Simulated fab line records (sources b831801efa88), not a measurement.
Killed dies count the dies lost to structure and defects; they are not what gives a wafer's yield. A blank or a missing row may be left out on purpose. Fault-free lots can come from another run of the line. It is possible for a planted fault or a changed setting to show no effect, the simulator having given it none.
A sampling plan put to the test | flow sky130 | each of the 54 faults these records tell of, on one fab line, judged from the records of the lots it struck
Plan = the line's own looks (route steps where a gauge or an inspection reads the wafer without altering it). A look can be judged if struck wafers have a number there and the file gives its usual mean and standard deviation on fault-free wafers. Caught: a look later than the fault's first step finds the struck wafers' mean 4 or more of those standard deviations (sigma) from the usual mean. On the tool: the test repeated on the tool's own readings taken at the fault's steps. If the struck wafers alone have a blank record, or they carry another recipe, that too counts as caught.

THE FAULTS, as the simulator had put them in
1. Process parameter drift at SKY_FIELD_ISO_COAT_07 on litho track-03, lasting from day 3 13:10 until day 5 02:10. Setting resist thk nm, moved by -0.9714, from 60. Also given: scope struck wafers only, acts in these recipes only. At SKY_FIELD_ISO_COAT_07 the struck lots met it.
2. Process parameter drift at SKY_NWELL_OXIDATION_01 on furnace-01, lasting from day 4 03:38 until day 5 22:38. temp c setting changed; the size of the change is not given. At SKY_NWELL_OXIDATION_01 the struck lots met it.
3. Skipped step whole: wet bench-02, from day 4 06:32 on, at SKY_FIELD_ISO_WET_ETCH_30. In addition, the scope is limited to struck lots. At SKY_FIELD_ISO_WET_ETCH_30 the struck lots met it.
4. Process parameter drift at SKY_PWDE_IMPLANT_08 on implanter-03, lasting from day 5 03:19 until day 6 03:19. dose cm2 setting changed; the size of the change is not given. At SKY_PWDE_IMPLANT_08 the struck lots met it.
5. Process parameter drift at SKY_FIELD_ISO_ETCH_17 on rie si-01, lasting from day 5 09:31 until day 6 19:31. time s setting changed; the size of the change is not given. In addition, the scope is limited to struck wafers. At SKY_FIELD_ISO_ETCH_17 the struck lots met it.
6. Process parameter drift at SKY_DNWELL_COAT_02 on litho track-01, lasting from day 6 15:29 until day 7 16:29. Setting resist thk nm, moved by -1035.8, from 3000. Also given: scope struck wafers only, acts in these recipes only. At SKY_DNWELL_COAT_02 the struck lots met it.
7. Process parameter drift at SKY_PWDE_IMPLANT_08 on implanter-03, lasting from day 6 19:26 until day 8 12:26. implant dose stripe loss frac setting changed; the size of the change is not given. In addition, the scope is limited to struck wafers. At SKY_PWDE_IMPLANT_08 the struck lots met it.
8. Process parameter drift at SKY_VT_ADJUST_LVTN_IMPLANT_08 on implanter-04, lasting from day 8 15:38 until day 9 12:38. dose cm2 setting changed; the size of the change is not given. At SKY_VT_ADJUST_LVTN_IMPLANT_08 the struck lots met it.
9. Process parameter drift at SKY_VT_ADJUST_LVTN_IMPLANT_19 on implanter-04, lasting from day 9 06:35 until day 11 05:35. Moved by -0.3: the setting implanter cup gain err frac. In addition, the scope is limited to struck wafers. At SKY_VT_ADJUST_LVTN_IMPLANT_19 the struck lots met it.
10. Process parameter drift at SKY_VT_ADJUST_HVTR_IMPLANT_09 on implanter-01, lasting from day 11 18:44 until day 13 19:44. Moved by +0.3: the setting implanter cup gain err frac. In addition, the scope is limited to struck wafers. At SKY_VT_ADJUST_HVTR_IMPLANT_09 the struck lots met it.
11. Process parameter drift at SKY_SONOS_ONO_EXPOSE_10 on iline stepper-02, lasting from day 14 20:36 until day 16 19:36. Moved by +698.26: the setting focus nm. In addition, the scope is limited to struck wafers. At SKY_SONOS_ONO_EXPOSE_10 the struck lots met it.
12. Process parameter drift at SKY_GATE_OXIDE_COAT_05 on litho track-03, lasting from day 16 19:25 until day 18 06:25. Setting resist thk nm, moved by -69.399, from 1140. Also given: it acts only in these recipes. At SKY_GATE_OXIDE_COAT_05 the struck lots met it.
13. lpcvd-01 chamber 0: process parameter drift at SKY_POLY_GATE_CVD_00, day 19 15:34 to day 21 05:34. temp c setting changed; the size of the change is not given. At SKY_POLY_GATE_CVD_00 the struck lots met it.
14. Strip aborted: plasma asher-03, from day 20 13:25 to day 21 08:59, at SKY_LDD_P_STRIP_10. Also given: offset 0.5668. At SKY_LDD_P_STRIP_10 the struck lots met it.
15. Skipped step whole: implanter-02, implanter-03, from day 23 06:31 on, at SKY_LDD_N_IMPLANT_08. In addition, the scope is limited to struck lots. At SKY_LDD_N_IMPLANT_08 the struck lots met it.
16. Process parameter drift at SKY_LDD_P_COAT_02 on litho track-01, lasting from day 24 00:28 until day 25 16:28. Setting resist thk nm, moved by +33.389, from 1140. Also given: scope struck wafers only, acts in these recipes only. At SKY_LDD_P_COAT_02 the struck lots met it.
17. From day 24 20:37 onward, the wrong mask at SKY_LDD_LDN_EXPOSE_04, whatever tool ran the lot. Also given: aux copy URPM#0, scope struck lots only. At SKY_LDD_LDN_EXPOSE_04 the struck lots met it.
18. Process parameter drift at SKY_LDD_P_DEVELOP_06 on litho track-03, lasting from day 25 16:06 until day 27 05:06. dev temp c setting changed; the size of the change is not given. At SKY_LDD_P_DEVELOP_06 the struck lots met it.
19. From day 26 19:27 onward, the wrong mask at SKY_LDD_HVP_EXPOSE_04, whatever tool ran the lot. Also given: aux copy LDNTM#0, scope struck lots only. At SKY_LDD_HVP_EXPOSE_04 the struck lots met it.
20. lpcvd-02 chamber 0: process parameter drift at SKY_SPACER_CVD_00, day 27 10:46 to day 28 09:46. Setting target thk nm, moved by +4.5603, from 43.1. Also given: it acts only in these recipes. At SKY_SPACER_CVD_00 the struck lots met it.
21. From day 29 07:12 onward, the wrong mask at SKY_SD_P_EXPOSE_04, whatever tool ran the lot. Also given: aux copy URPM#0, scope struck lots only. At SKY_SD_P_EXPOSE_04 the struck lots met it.
22. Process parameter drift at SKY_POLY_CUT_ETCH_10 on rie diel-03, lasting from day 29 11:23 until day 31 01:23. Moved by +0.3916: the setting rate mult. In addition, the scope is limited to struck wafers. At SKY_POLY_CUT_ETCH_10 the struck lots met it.
23. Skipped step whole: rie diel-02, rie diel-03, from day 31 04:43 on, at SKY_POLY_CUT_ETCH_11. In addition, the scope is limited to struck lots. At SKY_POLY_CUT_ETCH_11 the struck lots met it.
24. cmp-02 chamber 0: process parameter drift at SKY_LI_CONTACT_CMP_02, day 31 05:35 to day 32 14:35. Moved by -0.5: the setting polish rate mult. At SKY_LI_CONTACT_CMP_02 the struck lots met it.
25. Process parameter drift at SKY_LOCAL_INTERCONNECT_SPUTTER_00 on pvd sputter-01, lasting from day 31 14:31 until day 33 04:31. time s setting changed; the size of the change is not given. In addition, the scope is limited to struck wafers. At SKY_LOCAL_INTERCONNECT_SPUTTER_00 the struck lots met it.
26. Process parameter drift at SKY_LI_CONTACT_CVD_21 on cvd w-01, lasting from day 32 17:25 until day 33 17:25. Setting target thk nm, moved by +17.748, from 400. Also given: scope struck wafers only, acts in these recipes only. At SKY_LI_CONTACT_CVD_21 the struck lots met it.
27. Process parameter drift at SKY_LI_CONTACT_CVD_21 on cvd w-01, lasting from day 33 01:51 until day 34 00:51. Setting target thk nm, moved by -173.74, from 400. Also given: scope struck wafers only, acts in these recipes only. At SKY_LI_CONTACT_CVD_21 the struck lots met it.
28. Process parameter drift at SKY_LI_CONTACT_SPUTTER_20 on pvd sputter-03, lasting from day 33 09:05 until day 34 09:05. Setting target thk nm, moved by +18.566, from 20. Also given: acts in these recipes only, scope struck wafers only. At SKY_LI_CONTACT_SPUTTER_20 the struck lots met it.
29. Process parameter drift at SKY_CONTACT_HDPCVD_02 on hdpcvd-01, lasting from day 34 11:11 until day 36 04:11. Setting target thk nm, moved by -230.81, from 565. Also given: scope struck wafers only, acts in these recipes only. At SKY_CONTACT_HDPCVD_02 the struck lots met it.
30. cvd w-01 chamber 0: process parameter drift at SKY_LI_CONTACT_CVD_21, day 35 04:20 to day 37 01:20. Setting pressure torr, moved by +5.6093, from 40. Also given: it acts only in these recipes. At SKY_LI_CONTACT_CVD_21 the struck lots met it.
31. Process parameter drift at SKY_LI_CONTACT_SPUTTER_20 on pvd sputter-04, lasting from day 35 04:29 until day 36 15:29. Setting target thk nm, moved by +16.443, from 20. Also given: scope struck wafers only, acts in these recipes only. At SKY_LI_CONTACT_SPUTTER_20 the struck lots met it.
32. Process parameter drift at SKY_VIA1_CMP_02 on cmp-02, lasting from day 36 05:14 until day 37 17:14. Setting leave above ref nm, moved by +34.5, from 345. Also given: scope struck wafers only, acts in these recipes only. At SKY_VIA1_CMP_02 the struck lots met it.
33. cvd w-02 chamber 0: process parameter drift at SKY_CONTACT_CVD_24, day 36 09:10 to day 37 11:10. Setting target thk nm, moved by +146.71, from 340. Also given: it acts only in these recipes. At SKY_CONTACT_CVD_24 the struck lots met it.
34. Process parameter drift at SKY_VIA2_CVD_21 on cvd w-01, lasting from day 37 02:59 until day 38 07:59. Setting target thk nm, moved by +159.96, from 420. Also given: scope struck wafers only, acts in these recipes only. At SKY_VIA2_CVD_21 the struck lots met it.
35. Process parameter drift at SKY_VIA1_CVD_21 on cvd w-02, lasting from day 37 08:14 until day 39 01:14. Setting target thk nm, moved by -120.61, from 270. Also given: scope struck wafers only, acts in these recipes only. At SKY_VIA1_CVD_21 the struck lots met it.
36. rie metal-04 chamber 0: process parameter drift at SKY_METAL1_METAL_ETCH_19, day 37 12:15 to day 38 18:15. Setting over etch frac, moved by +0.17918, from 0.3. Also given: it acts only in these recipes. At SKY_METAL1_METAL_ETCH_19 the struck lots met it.
37. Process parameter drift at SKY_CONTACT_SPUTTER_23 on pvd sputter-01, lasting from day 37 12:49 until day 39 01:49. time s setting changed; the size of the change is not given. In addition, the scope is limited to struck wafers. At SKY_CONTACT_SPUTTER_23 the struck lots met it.
38. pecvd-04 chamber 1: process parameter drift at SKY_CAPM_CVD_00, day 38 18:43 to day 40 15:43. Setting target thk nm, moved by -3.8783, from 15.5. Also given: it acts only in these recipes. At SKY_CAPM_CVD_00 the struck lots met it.
39. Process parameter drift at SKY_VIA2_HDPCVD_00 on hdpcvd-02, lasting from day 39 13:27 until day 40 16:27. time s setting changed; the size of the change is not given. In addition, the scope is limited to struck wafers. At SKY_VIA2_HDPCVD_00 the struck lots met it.
40. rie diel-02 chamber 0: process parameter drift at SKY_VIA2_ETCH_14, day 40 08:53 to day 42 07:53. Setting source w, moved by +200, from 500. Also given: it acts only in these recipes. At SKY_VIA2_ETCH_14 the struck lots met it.
41. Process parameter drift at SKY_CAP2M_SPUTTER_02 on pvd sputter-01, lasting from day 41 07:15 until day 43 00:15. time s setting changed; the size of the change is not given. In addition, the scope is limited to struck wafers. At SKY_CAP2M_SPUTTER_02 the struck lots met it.
42. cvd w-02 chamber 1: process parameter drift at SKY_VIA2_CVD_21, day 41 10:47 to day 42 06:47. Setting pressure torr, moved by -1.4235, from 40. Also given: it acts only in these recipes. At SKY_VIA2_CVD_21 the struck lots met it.
43. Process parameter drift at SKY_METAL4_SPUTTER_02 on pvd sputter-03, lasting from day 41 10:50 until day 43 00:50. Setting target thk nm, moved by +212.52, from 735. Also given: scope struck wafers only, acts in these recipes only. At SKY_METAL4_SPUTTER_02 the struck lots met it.
44. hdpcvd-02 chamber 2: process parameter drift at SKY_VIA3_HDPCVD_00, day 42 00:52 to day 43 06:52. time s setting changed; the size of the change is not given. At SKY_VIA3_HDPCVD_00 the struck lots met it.
45. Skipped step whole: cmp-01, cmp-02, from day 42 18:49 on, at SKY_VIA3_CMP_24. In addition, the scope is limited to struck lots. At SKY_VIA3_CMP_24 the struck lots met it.
46. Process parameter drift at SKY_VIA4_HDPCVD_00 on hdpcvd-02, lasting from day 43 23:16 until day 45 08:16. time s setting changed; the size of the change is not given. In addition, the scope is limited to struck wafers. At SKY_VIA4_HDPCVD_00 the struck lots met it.
47. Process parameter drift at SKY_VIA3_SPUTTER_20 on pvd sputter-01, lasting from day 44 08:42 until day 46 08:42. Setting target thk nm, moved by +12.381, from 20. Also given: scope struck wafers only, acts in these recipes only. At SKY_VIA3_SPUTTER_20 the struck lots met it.
48. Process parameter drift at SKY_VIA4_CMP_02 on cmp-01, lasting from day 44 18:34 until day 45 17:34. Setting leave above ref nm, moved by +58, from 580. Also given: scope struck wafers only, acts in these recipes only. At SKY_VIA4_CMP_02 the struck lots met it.
49. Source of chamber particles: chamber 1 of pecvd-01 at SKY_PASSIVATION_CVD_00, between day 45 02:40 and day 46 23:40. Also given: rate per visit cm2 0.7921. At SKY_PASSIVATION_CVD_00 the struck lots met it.
50. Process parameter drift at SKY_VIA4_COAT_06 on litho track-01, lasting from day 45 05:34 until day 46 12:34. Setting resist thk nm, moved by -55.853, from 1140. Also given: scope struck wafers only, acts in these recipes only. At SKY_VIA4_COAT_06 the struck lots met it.
51. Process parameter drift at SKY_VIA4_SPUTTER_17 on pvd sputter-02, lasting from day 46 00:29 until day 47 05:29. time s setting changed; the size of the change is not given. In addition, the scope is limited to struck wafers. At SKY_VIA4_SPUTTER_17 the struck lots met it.
52. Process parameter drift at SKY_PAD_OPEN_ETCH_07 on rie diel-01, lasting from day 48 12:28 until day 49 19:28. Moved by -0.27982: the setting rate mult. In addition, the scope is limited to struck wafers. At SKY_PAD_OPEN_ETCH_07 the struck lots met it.
53. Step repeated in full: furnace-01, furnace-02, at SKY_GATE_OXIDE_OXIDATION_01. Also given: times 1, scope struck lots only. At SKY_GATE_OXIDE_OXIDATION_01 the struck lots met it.
54. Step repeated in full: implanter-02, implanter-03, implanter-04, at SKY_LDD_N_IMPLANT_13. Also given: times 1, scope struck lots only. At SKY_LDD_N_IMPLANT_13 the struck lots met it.

WHAT THE PLAN SAW
fault | on the tool itself                               | first look that catches it                      | reading, sigma                                                | median hours from its first step to that look | hours from the fault's start to the first struck lot there | judged looks passed uncaught
1     | no reading that can be judged                    | not the one look that can be judged after it    | -                                                             | -                                             | -                                                          | 1
2     | tube center temp C +99 or beyond sigma           | SKY_NWELL_THK_MEAS_02                           | NWELL_OXIDATION_THK +38                                       | 1.4                                           | 3                                                          | 0
3     | no reading that can be judged                    | no look after it can be judged                  | -                                                             | -                                             | -                                                          | 0
4     | dose ions cm2 -99 or beyond sigma                | SKY_PWDE_TW_MEAS_10                             | PWDE_TW -5.5                                                  | 0.2                                           | 7                                                          | 0
5     | run length s -74 sigma                           | none of the 2 looks that can be judged after it | -                                                             | -                                             | -                                                          | 2
6     | no reading that can be judged                    | no look after it can be judged                  | -                                                             | -                                             | -                                                          | 0
7     | under 2 sigma                                    | SKY_NWELL_RS_MEAS_31                            | PWDE_RS +5.3                                                  | 42.4                                          | 44                                                         | 0
8     | dose ions cm2 -99 or beyond sigma                | SKY_VT_ADJUST_LVTN_TW_MEAS_10                   | VT_ADJUST_LVTN_TW -93                                         | 0.2                                           | 8                                                          | 0
9     | beam on s +20 sigma                              | SKY_VT_ADJUST_LVTN_TW_MEAS_21                   | VT_ADJUST_LVTN_2_TW +13                                       | 0.2                                           | 36                                                         | 0
10    | faraday current uA +15 sigma                     | SKY_VT_ADJUST_HVTR_TW_MEAS_11                   | VT_ADJUST_HVTR_TW -8.0                                        | 0.2                                           | 2                                                          | 0
11    | under 2 sigma                                    | SKY_SONOS_ONO_CD_MEAS_13                        | cd nm -26                                                     | 14.2                                          | 16                                                         | 0
12    | under 2 sigma                                    | no look after it can be judged                  | -                                                             | -                                             | -                                                          | 0
13    | susceptor temp C +13 sigma                       | SKY_POLY_GATE_THK_MEAS_01                       | POLY_GATE_CVD_00_THK +8.0                                     | 1.2                                           | 3                                                          | 0
14    | oes product au +53 sigma                         | SKY_LDD_HVN_TW_MEAS_10                          | LDD_HVN_TW -99 or beyond                                      | 31.7                                          | 51                                                         | 0
15    | the tool's record is blank for the struck wafers | SKY_LDD_N_TW_MEAS_17                            | LDD_N_TW -11                                                  | 1.3                                           | 9                                                          | 0
16    | no reading that can be judged                    | not the one look that can be judged after it    | -                                                             | -                                             | -                                                          | 1
17    | no reading that can be judged                    | SKY_LDD_LDN_TW_MEAS_13                          | LDD_LDN_TW -99 or beyond                                      | 14.6                                          | 21                                                         | 0
18    | developer temp C +22 sigma                       | none of the 2 looks that can be judged after it | strongest: cd nm at SKY_LDD_P_CD_MEAS_07, -2.7                | -                                             | -                                                          | 2
19    | no reading that can be judged                    | SKY_LDD_HVP_TW_MEAS_10                          | LDD_HVP_TW -99 or beyond                                      | 14.3                                          | 16                                                         | 0
20    | under 2 sigma                                    | SKY_SPACER_THK_MEAS_01                          | SPACER_CVD_00_THK +13                                         | 1.2                                           | 2                                                          | 0
21    | under 2 sigma                                    | SKY_SD_P_TW_MEAS_11                             | SD_P_TW -99 or beyond                                         | 13.7                                          | 14                                                         | 0
22    | under 2 sigma                                    | no look after it can be judged                  | -                                                             | -                                             | -                                                          | 0
23    | the tool's record is blank for the struck wafers | no look after it can be judged                  | -                                                             | -                                             | -                                                          | 0
24    | only faintly: time to endpoint s +3.5 sigma      | not the one look that can be judged after it    | -                                                             | -                                             | -                                                          | 1
25    | under 2 sigma                                    | SKY_LOCAL_INTERCONNECT_RS_MEAS_01               | LOCAL_INTERCONNECT_TIN_RS -10                                 | 0.1                                           | 14                                                         | 0
26    | under 2 sigma                                    | none of the 3 looks that can be judged after it | strongest: LI_CONTACT_W_RS at SKY_LI_CONTACT_RS_MEAS_22, -3.3 | -                                             | -                                                          | 3
27    | under 2 sigma                                    | SKY_LI_CONTACT_RS_MEAS_22                       | LI_CONTACT_W_RS +38                                           | 0.1                                           | 8                                                          | 0
28    | under 2 sigma                                    | no look after it can be judged                  | -                                                             | -                                             | -                                                          | 0
29    | under 2 sigma                                    | SKY_CONTACT_THK_MEAS_03                         | CONTACT_HDPCVD_THK -24                                        | 0.1                                           | 12                                                         | 0
30    | chamber pressure Torr +60 sigma                  | SKY_LI_CONTACT_RS_MEAS_22                       | LI_CONTACT_W_RS -4.2                                          | 0.1                                           | 9                                                          | 0
31    | under 2 sigma                                    | no look after it can be judged                  | -                                                             | -                                             | -                                                          | 0
32    | under 2 sigma                                    | not the one look that can be judged after it    | -                                                             | -                                             | -                                                          | 1
33    | under 2 sigma                                    | SKY_CONTACT_RS_MEAS_25                          | CONTACT_W_RS -16                                              | 0.1                                           | 7                                                          | 0
34    | under 2 sigma                                    | SKY_VIA2_RS_MEAS_22                             | VIA2_W_RS -23                                                 | 0.1                                           | 3                                                          | 0
35    | under 2 sigma                                    | SKY_VIA1_RS_MEAS_22                             | VIA1_W_RS +57                                                 | 0.1                                           | 16                                                         | 0
36    | oes product au -11 sigma                         | no look after it can be judged                  | -                                                             | -                                             | -                                                          | 0
37    | under 2 sigma                                    | no look after it can be judged                  | -                                                             | -                                             | -                                                          | 0
38    | under 2 sigma                                    | SKY_CAPM_THK_MEAS_01                            | CAPM_CVD_00_THK -17                                           | 0.0                                           | 10                                                         | 0
39    | run length s +59 sigma                           | SKY_VIA2_THK_MEAS_01                            | VIA2_HDPCVD_THK +8.2                                          | 0.1                                           | 19                                                         | 0
40    | rf fwd power W +99 or beyond sigma               | no look after it can be judged                  | -                                                             | -                                             | -                                                          | 0
41    | under 2 sigma                                    | SKY_CAP2M_RS_MEAS_03                            | CAP2M_TIN_RS +33                                              | 0.1                                           | 8                                                          | 0
42    | chamber pressure Torr -15 sigma                  | not the one look that can be judged after it    | strongest: VIA2_W_RS at SKY_VIA2_RS_MEAS_22, +2.7             | -                                             | -                                                          | 1
43    | under 2 sigma                                    | not the one look that can be judged after it    | -                                                             | -                                             | -                                                          | 1
44    | run length s +48 sigma                           | SKY_VIA3_THK_MEAS_01                            | VIA3_HDPCVD_THK +5.7                                          | 0.2                                           | 7                                                          | 0
45    | no reading that can be judged                    | no look after it can be judged                  | -                                                             | -                                             | -                                                          | 0
46    | run length s -24 sigma                           | not the one look that can be judged after it    | strongest: VIA4_HDPCVD_THK at SKY_VIA4_THK_MEAS_01, -2.3      | -                                             | -                                                          | 1
47    | under 2 sigma                                    | no look after it can be judged                  | -                                                             | -                                             | -                                                          | 0
48    | under 2 sigma                                    | none of the 2 looks that can be judged after it | -                                                             | -                                             | -                                                          | 2
49    | under 2 sigma                                    | no look after it can be judged                  | -                                                             | -                                             | -                                                          | 0
50    | no reading that can be judged                    | no look after it can be judged                  | -                                                             | -                                             | -                                                          | 0
51    | under 2 sigma                                    | no look after it can be judged                  | -                                                             | -                                             | -                                                          | 0
52    | oes product au -21 sigma                         | no look after it can be judged                  | -                                                             | -                                             | -                                                          | 0
53    | under 2 sigma                                    | SKY_GATE_OXIDE_THK_MEAS_02                      | GATE_OXIDE_OXIDATION_00_THK +29                               | 3.6                                           | -                                                          | 0
54    | no reading that can be judged                    | no look after it can be judged                  | -                                                             | -                                             | -                                                          | 0
A dash: the fault isn't caught, or these records don't give the number.

Caught at a look: 26 of 54. Caught on the tool: 19 of 54. By one or the other: 34 of 54.
Faults 5, 18, 23, 36, 40, 42, 46, 52 were caught on the tool alone.
Caught at a look alone: faults 7, 11, 17, 19, 20, 21, 25, 27, 29, 33, 34, 35, 38, 41, 53.
Caught by neither: faults 1, 3, 6, 12, 16, 22, 24, 26, 28, 31, 32, 37, 43, 45, 47, 48, 49, 50, 51, 54.

THINNER SAMPLING
Were the look that catches a fault to measure just every second or every third lot (counted by lot number), the first struck lot would, at worst, be measured this late:
fault | struck lots at that look, in order of time | every lot | every second lot | every third lot
2     | L945, L946                                 | 3 h       | 7 h              | may miss all 2
4     | L225, L226, L228                           | 7 h       | 11 h             | may miss all 3
7     | L363, L365, L367                           | 44 h      | may miss all 3   | 65 h
8     | L567, L568, L569                           | 8 h       | 11 h             | 16 h
9     | L510                                       | 36 h      | may miss it      | may miss it
10    | L648, L651, L653                           | 2 h       | 24 h             | may miss all 3
11    | L856, L858, L860                           | 16 h      | may miss all 3   | 50 h
13    | L937                                       | 3 h       | may miss it      | may miss it
14    | L187                                       | 51 h      | may miss it      | may miss it
15    | L801, L802                                 | 9 h       | 13 h             | may miss all 2
17    | L956                                       | 21 h      | may miss it      | may miss it
19    | L857                                       | 16 h      | may miss it      | may miss it
20    | L956, L957                                 | 2 h       | 13 h             | may miss all 2
21    | L202                                       | 14 h      | may miss it      | may miss it
25    | L137, L138, L139                           | 14 h      | 26 h             | 29 h
27    | L338, L339                                 | 8 h       | 17 h             | may miss all 2
29    | L271, L272, L274                           | 12 h      | 26 h             | may miss all 3
30    | L278, L280                                 | 9 h       | may miss all 2   | may miss all 2
33    | L802, L803, L805                           | 7 h       | 13 h             | may miss all 3
34    | L230, L231, L233                           | 3 h       | 4 h              | may miss all 3
35    | L146                                       | 16 h      | may miss it      | may miss it
38    | L815, L817, L818                           | 10 h      | 36 h             | may miss all 3
39    | L280                                       | 19 h      | may miss it      | may miss it
41    | L939, L940                                 | 8 h       | 19 h             | may miss all 2
44    | L831, L833                                 | 7 h       | may miss all 2   | may miss all 2
Hours count from the start of the fault until the first struck lot that is measured. The limit of 4 sigma was tested on all struck wafers together, so one lot alone may lie under it. Other struck lots may not be in these records.

THE LONGEST TIMED WAY FROM STEP TO LOOK
Fault 7: median gap of 42.4 hours between SKY_PWDE_IMPLANT_08 and SKY_NWELL_RS_MEAS_31. No look between them can be judged.
